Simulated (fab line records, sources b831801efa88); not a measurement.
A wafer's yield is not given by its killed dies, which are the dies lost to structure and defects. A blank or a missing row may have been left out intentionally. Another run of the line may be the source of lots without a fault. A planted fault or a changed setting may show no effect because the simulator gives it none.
Which tool was responsible? | flow sky130 | Sampling: 24 lots, 72 wafers, 2 of 708 route steps

== WHAT EACH GAUGE READ, for each wafer ==
SKY_CAPM_RS_MEAS_03: measures by four-point-probe. Usual: CAPM_TIN_RS 6.92 ohm/sq, standard deviation 0.085.
lot  | measured     | on            | CAPM_TIN_RS (ohm/sq) | flag
L074 | day 36 05:50 | film_metro-01 | 6.88 6.95 6.92       |
L077 | day 36 19:19 | film_metro-01 | 6.89 6.84 6.94       |
L075 | day 36 21:01 | film_metro-03 | 6.99 6.83 6.91       |
L076 | day 37 01:02 | film_metro-01 | 6.95 7.04 7.09       |
L078 | day 37 05:59 | film_metro-03 | 6.85 6.87 7.00       |
L079 | day 37 08:56 | film_metro-02 | 6.82 6.82 6.81       |
L080 | day 38 02:52 | film_metro-03 | 6.97 6.89 6.96       |
L081 | day 38 16:44 | film_metro-01 | 6.98 6.99 7.02       |
L082 | day 38 19:14 | film_metro-01 | 6.98 6.94 6.90       |
L083 | day 39 02:13 | film_metro-01 | 6.99 6.95 6.99       |
L084 | day 39 14:19 | film_metro-02 | 6.85 6.92 6.74       |
L085 | day 40 09:41 | film_metro-01 | 7.01 7.05 7.02       |
L086 | day 40 13:43 | film_metro-03 | 6.81 6.90 6.70       |
L087 | day 40 14:34 | film_metro-03 | 6.92 6.93 6.96       |
L088 | day 40 18:31 | film_metro-03 | 6.83 6.77 6.80       |
L089 | day 40 22:32 | film_metro-01 | 6.95 6.90 6.85       |
L090 | day 41 08:31 | film_metro-01 | 6.99 6.88 6.94       |
L091 | day 41 11:44 | film_metro-03 | 6.98 6.84 6.94       |
L092 | day 41 16:01 | film_metro-02 | 6.83 6.92 6.95       |
L093 | day 41 22:59 | film_metro-01 | 6.93 6.80 6.96       |
L094 | day 42 15:01 | film_metro-01 | 6.81 6.87 6.94       |
L095 | day 42 16:15 | film_metro-02 | 6.86 6.77 6.91       |
L096 | day 42 22:29 | film_metro-01 | 6.92 7.01 7.03       |
L097 | day 43 09:49 | film_metro-01 | 7.07 7.06 7.12       |

SKY_VIA3_OVL_MEAS_13. Usual: VIA3_OVL -1 nm, standard deviation 5.7.
lot  | measured     | on         | VIA3_OVL (nm) | flag
L074 | day 39 16:09 | overlay-01 | 5 10 4        |
L077 | day 40 04:23 | overlay-02 | -4 1 7        |
L075 | day 40 05:22 | overlay-01 | -6 -9 -17     |
L076 | day 40 10:41 | overlay-01 | -1 -8 -4      |
L078 | day 40 15:03 | overlay-01 | 9 4 3         |
L079 | day 40 23:28 | overlay-01 | -6 -13 -8     |
L080 | day 41 07:55 | overlay-01 | -12 -5 0      |
L081 | day 41 20:37 | overlay-02 | 3 8 10        |
L082 | day 41 23:51 | overlay-01 | -2 7 -1       |
L083 | day 42 05:53 | overlay-01 | 3 -6 3        |
L084 | day 42 17:35 | overlay-01 | 5 -1 4        |
L085 | day 43 08:59 | overlay-02 | 5 4 2         |
L086 | day 43 13:49 | overlay-02 | 2 -4 -3       |
L087 | day 43 14:32 | overlay-01 | 1 4 13        |
L088 | day 43 19:26 | overlay-01 | -6 -7 -15     |
L089 | day 43 22:47 | overlay-01 | 4 1 1         |
L090 | day 44 06:55 | overlay-02 | -7 -2 -2      |
L091 | day 44 10:14 | overlay-01 | -13 -2 -8     |
L092 | day 44 15:10 | overlay-02 | -3 8 5        |
L093 | day 44 20:37 | overlay-01 | 9 1 -6        |
L094 | day 45 11:49 | overlay-01 | -6 -3 6       |
L095 | day 45 13:03 | overlay-01 | 2 -8 -2       |
L096 | day 45 18:47 | overlay-01 | 1 -7 -6       |
L097 | day 46 04:47 | overlay-01 | -2 -10 0      |

== WHAT TOOL EACH LOT RAN ON (gives the tool, then ch and the chambers of the sampled wafers, and finally the start) ==
No process step before these readings appears in the record.

== AS READ BY THE TOOLS THEMSELVES (means over the sampled wafers that have a number; for cases with no such wafer, the mark the record gives instead) ==
The record holds no such reading with a usual standard deviation.

== THE ANSWER, worked out from the rows above alone ==
Rule: a lot counts as off when the mean over its wafers that have a number is more than 3 standard deviations away from the usual mean. A lot without any number at a reading at which 4 lots or more have one is off too. Any other lot the step has rows for is counted as sound. The gauges are gone through in route order, then the tools' own readings, and for those a lot's mean is taken as printed above. The first step at which some lot is off is used, and at that step the reading that is off furthest; a lot without a number counts as furthest.
Nothing can be told from this: no lot is off at any reading shown.

== WHAT HAD BEEN PUT IN BY THE SIMULATOR ==
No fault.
